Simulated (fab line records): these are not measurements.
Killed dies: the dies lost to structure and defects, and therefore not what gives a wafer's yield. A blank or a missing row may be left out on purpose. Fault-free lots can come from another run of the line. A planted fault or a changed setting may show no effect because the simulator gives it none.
fab line records | flow sky130
record: lots: 6 wafers: 18 lastDay: 49
route steps=708 shown VIA4@644 PAD_OPEN@708
lots with no fault: from the same line, run without faults
startH: the number of hours between the record's first day and the start of the first shown wafer of the lot | waitH: time in hours since the lot's previous step | " unchanged from the row above | L1.1+2: a row that stands for several wafers | - no value, or no start given | * or withheld: withheld | < > ~ a bound
route shown NAME@n: NAME is a module with steps in the file, n the number in the route of the first one | usual: the fault-free wafers' mean and standard deviation | same: alike in all rows | chamber/n: place in a boat | sites: each site's reading | _std_site: their standard deviation | _edge_site: inner sites' mean taken away from outer sites' mean | radiusMm: for every site, how far away it sits from the centre of the wafer | mask NAME#n: copy n | behind: the tool/chamber that last shaped the wafer | hold: what put the lot on hold/how long, in hours/how the hold closed | device: whichever transistor did not switch (one of n, p or np) | end of line: the route-end tests of the same wafers | a step without rows: its recipe alone | killed: the dies lost at the first sort to structure and to defects; this is not the yield of the wafer | map: the dies of a wafer, with x for killed, . for not killed, _ for no die there
set.NAME: the setting the step ran with; set.NAME@STEP: the setting that earlier step ran with | model.NAME: the simulator's own value behind a step, which no gauge read
certain route steps with their lots: each step a table, each wafer a row
services: when a tool's chamber went out of use (startH, in hours from the record's first day, below 0 if earlier), for how many hours, and the reason
== steps ==
step: SKY_VIA4_HMDS_05
recipe: primeTimeS: 60 primeTempC: 120
step: SKY_VIA4_COAT_06
recipe: resist: NOVOLAK spinRpm: 3000 resistThkNm: 1140
step: SKY_VIA4_SOFTBAKE_07
recipe: tempC: 90 timeS: 60 resist: NOVOLAK
step: SKY_VIA4_EXPOSE_08
recipe: maskId: VIM4 na: 0.6 sourceShape: conventional sigmaOuter: 0.6 polarization: unpolarized targetCdNm: 800 doseMj: 132
step: SKY_VIA4_PEB_09
recipe: tempC: withheld timeS: * resist: NOVOLAK
step: SKY_VIA4_DEVELOP_10
recipe: resist: NOVOLAK developer: TMAH developTimeS: 60 devTempC: 23
step: SKY_VIA4_OVL_MEAS_11
usual: VIA4_OVL: -0.8/1.5
columns lot.wafer tool chamber startH waitH VIA4_OVL[nm]
L888.1 overlay-02 - 983.02 0.1 -1.9
L888.2 " - " " -2.4
L888.3 " - " " -2.8
L889.1 overlay-01 - 993.44 0.1 -1.3
L889.2 " - " " -1.9
L889.6 " - " " 0.2
L901.1 overlay-01 - 1081.08 0.1 -0.7
L901.2 " - " " -0.4
L901.3 " - " " 0.1
L902.1 overlay-01 - 1086.25 0.1 2.3
L902.4 " - " " 1.0
L902.6 " - " " 0.5
L903.2 overlay-02 - 1093.84 0.1 -2.3
L903.3 " - " " -2.4
L903.4 " - " " -3.2
L909.3 overlay-01 - 1130.15 0.1 -2.5
L909.5 " - " " -2.6
L909.6 " - " " -2.4
step: SKY_VIA4_ETCH_12
recipe: target: SiO2 chemistry: C4F8/O2/Ar stopOn: TiN maskMaterial: NOVOLAK sourceW: 1500 biasW: 1200 pressureMtorr: 40 c4f8FlowSccm: withheld O2_flow_sccm: 6 Ar_flow_sccm: 300 timeS: withheld targetDepthA: 5800
usual: oesProductAu: 0.926/0.0046
columns lot.wafer tool chamber startH waitH oesProductAu
L888.1 rieDiel-02 0 983.06 0.0 0.923
L888.2 " 3 " " 0.933
L888.3 " 2 " " 0.929
L889.1 rieDiel-01 0 993.47 0.0 0.922
L889.2 " 3 " " 0.920
L889.6 " 1 " " 0.921
L901.1 rieDiel-04 3 1081.11 0.0 0.924
L901.2 " 2 " " 0.918
L901.3 " 1 " " 0.930
L902.1 rieDiel-02 3 1086.29 0.0 0.926
L902.4 " 1 " " 0.919
L902.6 " 1 " " 0.931
L903.2 rieDiel-02 0 1093.87 0.0 0.922
L903.3 " 2 " " 0.931
L903.4 " 3 " " 0.923
L909.3 rieDiel-02 0 1130.17 0.0 0.917
L909.5 " 0 " " 0.934
L909.6 " 2 " " 0.919
step: SKY_VIA4_STRIP_13
recipe: chemistry: O2/N2 powerW: 1400 pressureMtorr: 1500 platenTempC: withheld o2FlowSccm: 3000 n2FlowSccm: 300 overashFraction: 0.5
usual: drypumpMotorCurrentA: 5.8/0.32 oesProductAu: 0.709/0.0048 stripTimeToEndpointS: 12.801/0.029
columns lot.wafer tool chamber startH waitH drypumpMotorCurrentA oesProductAu rfHoursCounterH stripTimeToEndpointS
L888.1 plasmaAsher-02 0 983.13 - 5.1 0.714 55 12.832
L888.2 " 1 " " 6.1 0.711 55 12.794
L888.3 " 1 " " 6.0 0.712 - 12.848
L889.1 plasmaAsher-04 1 993.54 - 5.4 0.719 24 12.785
L889.2 " 0 " " 6.1 0.720 24 12.814
L889.6 " 1 " " 5.4 0.705 - 12.881
L901.1 plasmaAsher-04 0 1081.18 - 6.1 0.709 33 12.786
L901.2 " 1 " " 5.4 0.708 33 12.842
L901.3 " 0 " " 6.1 0.708 - 12.783
L902.1 plasmaAsher-01 0 1086.36 - 6.0 0.713 2 12.761
L902.4 " 1 " " 5.7 0.704 - 12.782
L902.6 " 0 " " 6.0 0.714 - 12.830
L903.2 plasmaAsher-01 0 1093.95 - 5.9 0.708 2 12.759
L903.3 " 0 " " 6.0 0.712 - 12.850
L903.4 " 1 " " 5.7 0.712 - 12.853
L909.3 plasmaAsher-02 1 1130.28 - 6.0 0.703 - 12.780
L909.5 " 1 " " 6.0 0.707 - 12.777
L909.6 " 0 " " 5.2 0.707 - 12.745
step: SKY_VIA4_STRIP_14
recipe: chemistry: postEtchResidueRemover timeS: 1200 tempC: 72.5
step: SKY_VIA4_CLEAN_15
recipe: chemistry: IPA timeS: 180 tempC: 25
step: SKY_VIA4_CLEAN_16
recipe: chemistry: O3/DIW dry: n2Spin
step: SKY_VIA4_SPUTTER_17
recipe: material: TiN targetThkNm: 20 chamberPressurePa: 5 powerW: 4000 timeS: 80
usual: chamberPressurePa: 5.000/0.0097 throttleValvePct: 30.0/1.1
columns lot.wafer tool chamber startH waitH chamberPressurePa throttleValvePct model.TiN_of_VIA4_SPUTTER_17.thkNm
L888.1 pvdSputter-04 - 983.72 0.0 4.995 30.2 20.17
L888.2 " - " " 4.998 27.8 20.01
L888.3 " - " " 4.992 30.7 19.95
L889.1 pvdSputter-02 - 994.18 0.0 5.003 30.7 20.24
L889.2 " - " " 5.004 31.1 20.15
L889.6 " - " " 5.003 29.5 20.03
L901.1 pvdSputter-02 - 1081.78 0.0 5.012 30.8 20.19
L901.2 " - " " 5.012 28.6 20.29
L901.3 " - " " 3.672 35.9 26.31
L902.1 pvdSputter-02 - 1086.96 0.0 4.991 28.9 20.08
L902.4 " - " " 4.998 28.9 20.21
L902.6 " - " " 3.663 36.0 26.57
L903.2 pvdSputter-01 - 1094.57 0.0 4.991 28.4 20.22
L903.3 " - " " 4.981 30.4 20.37
L903.4 " - " " 4.992 29.7 20.49
L909.3 pvdSputter-04 - 1130.84 0.0 4.986 30.5 19.71
L909.5 " - " " 4.997 30.5 20.11
L909.6 " - " " 4.995 30.7 19.55
step: SKY_VIA4_CVD_18
recipe: material: W targetThkNm: 505 timeS: 152.14 tempC: 400 pressureTorr: 40
usual: heaterPowerW: 808/48
columns lot.wafer tool chamber startH waitH heaterPowerW
L888.1 cvdW-01 1 983.79 0.0 745
L888.2 " 0 " " 817
L888.3 " 0 " " 800
L889.1 cvdW-01 0 994.24 0.0 821
L889.2 " 1 " " 743
L889.6 " 0 " " 807
L901.1 cvdW-01 0 1081.85 0.0 833
L901.2 " 1 " " 768
L901.3 " 0 " " 804
L902.1 cvdW-01 1 1087.05 0.1 741
L902.4 " 1 " " 759
L902.6 " 0 " " 789
L903.2 cvdW-02 0 1094.63 0.0 910
L903.3 " 1 " " 828
L903.4 " 0 " " 891
L909.3 cvdW-01 0 1130.95 0.1 800
L909.5 " 1 " " 752
L909.6 " 0 " " 816
step: SKY_PAD_OPEN_PROBE_99
usual: defectLimitedYield: 82.3/1.8 killed_at_M0_to_M3: 44/7.2 killed_at_M4_up: 3.1/1.8 killedAtContacts: 24/4.5 killedAtFrontEnd: 16/4.4 killedAtOther: 0.2/0.42 killedDies: 87/8.9 killedOpen: 48/6.4 killedShort: 39/6.2 sort_bin_3_pad_short: 0.9/0.46 sort_bin_5_function: 10.5/1.6 sort_bin_6_memory: 6.3/1.1 sortNPass: 405/8.9 sortYieldPct: 82.3/1.8
same: grossDies: 492 killedAtBackSide: 0 sort_bin_4_leakage[%]: 0 sort_bin_8_speed[%]: 0
columns lot.wafer tool chamber startH waitH defectLimitedYield[%] killed_at_M0_to_M3 killed_at_M4_up killedAtContacts killedAtFrontEnd killedAtOther killedDies killedOpen killedShort sort_bin_3_pad_short[%] sort_bin_5_function[%] sort_bin_6_memory[%] sortNPass sortYieldPct[%]
L901.1 prober-02 - 1144.08 0.1 84.1 40 3 14 21 0 78 38 40 0.2 8.1 7.5 414 84.1
L901.2 prober-02 - 1144.13 0.1 83.7 46 2 18 14 0 80 45 35 1.0 9.6 5.7 412 83.7
L901.3 prober-02 - 1144.18 0.2 82.7 46 3 25 11 0 85 44 41 1.4 8.5 7.3 407 82.7
L902.1 prober-01 - 1149.58 0.1 81.5 41 3 27 20 0 91 55 36 1.2 11.8 5.5 401 81.5
L902.4 prober-01 - 1149.73 0.2 79.5 51 3 28 19 0 101 57 44 0.8 10.8 8.9 391 79.5
L902.6 prober-01 - 1149.83 0.2 79.9 45 2 30 22 0 99 58 41 0.8 12.0 7.3 393 79.9
L903.2 prober-02 - 1156.62 0.1 83.5 43 0 21 17 0 81 40 41 1.0 9.1 6.3 411 83.5
L903.3 prober-02 - 1156.67 0.2 84.3 42 1 20 13 1 77 41 36 1.4 7.7 6.5 415 84.3
L903.4 prober-02 - 1156.72 0.2 78.9 54 3 33 14 0 104 54 50 1.4 13.0 6.7 388 78.9
L909.3 prober-02 - 1186.64 0.2 85.2 36 4 19 14 0 73 38 35 0.6 8.9 5.3 419 85.2
L909.5 prober-02 - 1186.74 0.2 81.5 54 3 24 10 0 91 53 38 0.8 10.6 7.1 401 81.5
L909.6 prober-02 - 1186.79 0.2 81.9 36 1 38 14 0 89 48 41 0.8 10.8 6.5 403 81.9
killed by level:class
L901.1 POLY_GATE:geometricParticle:short=9 VIA1:geometricParticle:open=7 VIA2:geometricParticle:open=5 VIA3:geometricParticle:open=5 POLY_GATE:geometricParticle:open=4 LOCAL_INTERCONNECT:geometricParticle:short=4 CONTACT:geometricParticle:open=4 METAL1:geometricParticle:short=4
L901.2 CONTACT:geometricParticle:open=10 VIA1:geometricParticle:open=9 VIA3:geometricParticle:open=9 VIA1:geometricParticle:short=8 POLY_GATE:geometricParticle:open=6 METAL2:geometricParticle:short=6 POLY_GATE:geometricParticle:short=4 CONTACT:geometricParticle:short=4
L901.3 VIA1:geometricParticle:open=14 CONTACT:geometricParticle:open=8 LI_CONTACT:geometricParticle:open=7 METAL2:geometricParticle:short=7 METAL1:geometricParticle:short=6 POLY_GATE:geometricParticle:short=6 VIA2:geometricParticle:open=5 LOCAL_INTERCONNECT:geometricParticle:short=4
L902.1 VIA1:geometricParticle:open=14 FIELD_ISO:geometricParticle:open=9 LI_CONTACT:geometricParticle:open=9 FIELD_ISO:geometricParticle:short=8 CONTACT:geometricParticle:short=8 VIA2:geometricParticle:open=7 METAL2:geometricParticle:short=6 CONTACT:geometricParticle:open=5
L902.4 VIA1:geometricParticle:open=12 LI_CONTACT:geometricParticle:open=10 VIA3:geometricParticle:open=9 METAL2:geometricParticle:short=9 VIA2:geometricParticle:open=8 FIELD_ISO:geometricParticle:short=7 CONTACT:geometricParticle:open=7 LI_CONTACT:geometricParticle:short=6
L902.6 VIA3:geometricParticle:open=11 VIA1:geometricParticle:open=10 LI_CONTACT:geometricParticle:open=8 CONTACT:geometricParticle:open=8 POLY_GATE:geometricParticle:short=7 POLY_GATE:geometricParticle:open=7 LI_CONTACT:geometricParticle:short=5 LOCAL_INTERCONNECT:geometricParticle:short=5
L903.2 VIA1:geometricParticle:open=11 METAL2:geometricParticle:short=8 CONTACT:geometricParticle:open=7 CONTACT:geometricParticle:short=6 METAL1:geometricParticle:short=6 FIELD_ISO:geometricParticle:short=5 VIA3:geometricParticle:open=5 POLY_GATE:geometricParticle:short=4
L903.3 VIA1:geometricParticle:open=11 FIELD_ISO:geometricParticle:open=6 LI_CONTACT:geometricParticle:open=6 VIA2:geometricParticle:open=6 VIA1:geometricParticle:short=5 CONTACT:geometricParticle:short=4 METAL2:geometricParticle:short=4 CONTACT:geometricParticle:open=4
L903.4 CONTACT:geometricParticle:open=11 VIA1:geometricParticle:open=10 VIA3:geometricParticle:open=10 VIA1:geometricParticle:short=9 LI_CONTACT:geometricParticle:short=8 METAL2:geometricParticle:short=8 POLY_GATE:geometricParticle:open=5 LI_CONTACT:geometricParticle:open=5
L909.3 VIA1:geometricParticle:open=8 CONTACT:geometricParticle:open=7 VIA3:geometricParticle:open=5 FIELD_ISO:geometricParticle:open=4 LI_CONTACT:geometricParticle:short=4 CONTACT:geometricParticle:short=4 VIA3:geometricParticle:short=4 VIA1:geometricParticle:short=4
L909.5 VIA1:geometricParticle:open=18 CONTACT:geometricParticle:open=9 VIA2:geometricParticle:open=7 VIA2:geometricParticle:short=5 METAL1:geometricParticle:short=5 LI_CONTACT:geometricParticle:open=4 LOCAL_INTERCONNECT:geometricParticle:short=4 CONTACT:geometricParticle:short=4
L909.6 LI_CONTACT:geometricParticle:open=11 CONTACT:geometricParticle:open=9 VIA1:geometricParticle:open=8 FIELD_ISO:geometricParticle:open=6 LOCAL_INTERCONNECT:geometricParticle:short=6 VIA3:geometricParticle:open=6 VIA2:geometricParticle:short=5 LI_CONTACT:geometricParticle:short=5
== services ==
columns tool chamber startH hours kind
rieDiel-04 3 966.43 7.1 repair
rieDiel-01 - 976.24 0.7 repair
cvdW-01 - 985.84 0.9 repair
rieDiel-02 - 988.51 0.8 repair
rieDiel-04 3 1009.81 1.7 repair
pvdSputter-02 - 1026.93 14.8 repair
pvdSputter-04 - 1034.14 2.7 repair
rieDiel-01 3 1043.40 6.0 repair
cvdW-01 1 1054.61 3.8 repair
plasmaAsher-01 - 1055.25 9.0 pm
cvdW-02 - 1066.48 28.1 pm
rieDiel-04 0 1071.92 2.9 repair
rieDiel-02 3 1072.62 4.7 repair
plasmaAsher-01 - 1073.85 4.5 repair
pvdSputter-01 - 1078.96 7.6 repair
pvdSputter-01 - 1083.45 3.5 repair
rieDiel-04 2 1083.89 1.5 repair
plasmaAsher-04 - 1084.50 4.3 pm
plasmaAsher-01 - 1089.93 2.8 pm
cvdW-01 - 1100.42 6.9 pm
cvdW-01 0 1107.38 9.3 repair
cvdW-02 0 1122.29 3.3 repair
pvdSputter-02 - 1124.26 5.4 repair
rieDiel-02 1 1128.09 5.0 repair
== key ==
firstSign: step: SKY_VIA4_SPUTTER_17 reading: chamberPressurePa direction: down sigmas: 99+ usual: 5.000 struck: 3.668
effect: step: SKY_VIA4_SPUTTER_17 reading: throttleValvePct direction: up sigmas: 5.4 usual: 30.0 struck: 36.0
modelEffect: step: SKY_VIA4_SPUTTER_17 value: TiN_of_VIA4_SPUTTER_17.thkNm without: 20.28 struck: 26.44
metAt SKY_VIA4_SPUTTER_17
struckWafers L901.3,L902.6
onsetBetween 994.18 1081.78
fault: kind: processParameterDrift tool: pvdSputter-02 chamber: - onsetH: 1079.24 steps: SKY_VIA4_SPUTTER_17 channel: chamberPressurePa offset: -1.3376 shape: step endH: 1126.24 actsIn: theseRecipesOnly stated: 5 scope: struckWafersOnly
